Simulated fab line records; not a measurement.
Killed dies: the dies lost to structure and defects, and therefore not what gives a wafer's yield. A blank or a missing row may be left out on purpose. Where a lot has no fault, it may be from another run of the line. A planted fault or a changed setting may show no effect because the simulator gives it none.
Comparing a struck lot with a sound one :: flow sfq_line :: 14 out of 325 route steps
Sound: the wafers L770.2, L770.5, L770.6. Wafers L782.1, L782.5, L782.6 were the ones struck. The cause is given at the end.
At each step with rows: each side's tool, then ch and its chambers, then its first start. Under that, the readings that differ: sound wafers :: struck wafers :: difference of the means :: sigmas: that difference in standard deviations of wafers without a fault.
alike: readings with means less than 2 such deviations apart, plus words and numbers identical on both sides. not compared: withheld readings, readings lacking a value on some wafer, bounds such as >300 that could conceal the same value, and numbers that have no deviation in the record and whose values overlap.
Wherever a step has rows on one side only, a row that says differs or no value, or a row with sigmas, the two part there. Non-overlapping numbers with no deviation appear without sigmas and do not part them. A reading that every wafer of one side lacks parts them only if that side has two wafers or more.

SFQ_TRILAYER_M2_BARC_OPEN_METAL_ETCH_077: etches BARC in O2, target depth 125 nm, time 41.7 s.
  sound on rie_metal-04 ch 0,1, day 32 13:16; struck on rie_metal-01 ch 0,1, day 36 23:50
  alike: drypump_motor_current_A, oes_product_au
  not compared: rf_hours_counter_h
SFQ_TRILAYER_M2_ETCH_METAL_ETCH_060: etches Nb in Cl2/Ar, stops on SiO2, target depth 240 nm, time 120 s.
  sound on rie_metal-04 ch 0,1, day 32 13:20; struck on rie_metal-01 ch 0,1, day 36 23:53
  alike: drypump_motor_current_A, oes_product_au
  not compared: rf_hours_counter_h
SFQ_TRILAYER_M2_STRIP_STRIP_061: strips in O2.
  sound on rie_metal-04 ch 0,1, day 32 13:27; struck on rie_metal-01 ch 0,1, day 37 00:01
  alike: drypump_motor_current_A, oes_product_au
  not compared: rf_hours_counter_h
then, 1 step without rows for these wafers: SFQ_TRILAYER_M2_STRIP_SOLV_CLEAN_062 (cleans in NMP, time 600 s).
SFQ_TRILAYER_I2_DEP_PECVD_063: deposits SiO2 from SiH4/N2O, time 111.11 s, target thk 500 nm.
  sound on pecvd-02 ch 0,1,2, day 32 14:14; struck on pecvd-04 ch 1,2, day 37 00:47
  alike: heater_power_w, throttle_valve_pct
SFQ_TRILAYER_I2_CMP_CMP_064: polishes SiO2.
  sound on cmp-02 ch 1,2, day 32 21:46; struck on cmp-02 ch 0,3, day 37 18:39
  alike: motor_current_A, slurry_flow_ml_min, time_to_endpoint_s
SFQ_I2_BOW_MEAS_917:
  sound on film_metro-04 at day 33 00:47; struck on film_metro-03 at day 37 21:09
  alike: I2_BOW
then, 5 steps without rows for these wafers: SFQ_TRILAYER_I2_METRO_MEASURE_065; SFQ_TRILAYER_I2_VIA_LITHO_COAT_072 (resist thk 62 nm); SFQ_TRILAYER_I2_VIA_LITHO_COAT_067 (resist thk 650 nm); SFQ_TRILAYER_I2_VIA_LITHO_SOFTBAKE_071; SFQ_TRILAYER_I2_VIA_LITHO_EXPOSE_068 (exposes mask I2, target cd 500 nm).
-- the record jumps here: 5 days lie between the struck wafers' starts before and after --
SFQ_TRILAYER_I2_VIA_LITHO_PEB_070: peb time 60 s.
  struck on litho_track-01, day 43 03:40; sound on litho_track-01 ch 0, day 38 18:43
  no value came back on the struck wafers for chill_plate_temp_C (C), exhaust_pa (Pa); on the sound wafers chill_plate_temp_C (C) reads 23.13 23.02 22.92
then, 1 step without rows for these wafers: SFQ_TRILAYER_I2_VIA_LITHO_DEVELOP_069 (time 60 s).

## WHERE THEY PART
Only at SFQ_TRILAYER_I2_VIA_LITHO_PEB_070, as far as this record shows.

WHY: the cause the simulator had injected
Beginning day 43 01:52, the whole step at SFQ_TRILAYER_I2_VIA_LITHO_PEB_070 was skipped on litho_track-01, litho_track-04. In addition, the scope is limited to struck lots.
